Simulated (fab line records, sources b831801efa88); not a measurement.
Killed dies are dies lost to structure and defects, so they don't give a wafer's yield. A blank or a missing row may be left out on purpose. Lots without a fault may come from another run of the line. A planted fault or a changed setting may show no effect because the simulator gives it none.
Chamber matching | flow gf180mcu | GF_MIM_CVD_05 on pecvd-04: 3 sister chambers
The step deposits Si3N4, target thk 42 nm, time 29.086 s. 14 wafers are shown with their chamber, then 7 later ones without.

WAFERS WITH THEIR CHAMBER
wafer  | chamber | heater_power_w (W)
L545.2 | 1       | 703
L545.5 | 1       | 731
L545.6 | 0       | 538
L548.1 | 0       | 484
L548.3 | 2       | 671
L548.5 | 0       | 478
L550.1 | 2       | 651
L550.2 | 1       | 729
L550.5 | 0       | 506
L557.1 | 0       | 536
L557.3 | 2       | 627
L557.6 | 2       | 619
L558.1 | 0       | 540
L558.3 | 2       | 664

SIGNATURES (means of the wafers above)
reading        | chamber 0 | chamber 1 | chamber 2 | scatter within a chamber
heater_power_w | 513.67    | 721.00    | 646.40    | 24.4
Rule: a wafer's distance from a chamber is the root of the sum, over the readings, of the square of ((its reading less the chamber's mean) divided by the reading's scatter). The wafer belongs to the nearest chamber; if the next one is less than 2 further off, it can't be placed. The scatter: the root of (the sum of the squares of (reading less its chamber's mean) over the shown wafers, divided by (wafers less chambers)).

WAFERS WITHOUT THEIR CHAMBER
wafer  | heater_power_w (W)
L558.6 | 705
L560.1 | 785
L560.3 | 441
L560.4 | 441
L561.1 | 715
L561.2 | 506
L561.4 | 499

WHICH CHAMBER EACH WENT THROUGH
wafer  | from the rows above     | in truth
L558.6 | can't be placed: 1 or 2 | 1
L560.1 | 1                       | 1
L560.3 | 0                       | 0
L560.4 | 0                       | 0
L561.1 | 1                       | 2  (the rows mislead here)
L561.2 | 0                       | 0
L561.4 | 0                       | 0
Placed correctly: 5 of 7. Can't be placed from these rows: 1 (the true chamber is among the candidates in 1). Placed wrongly: 1.
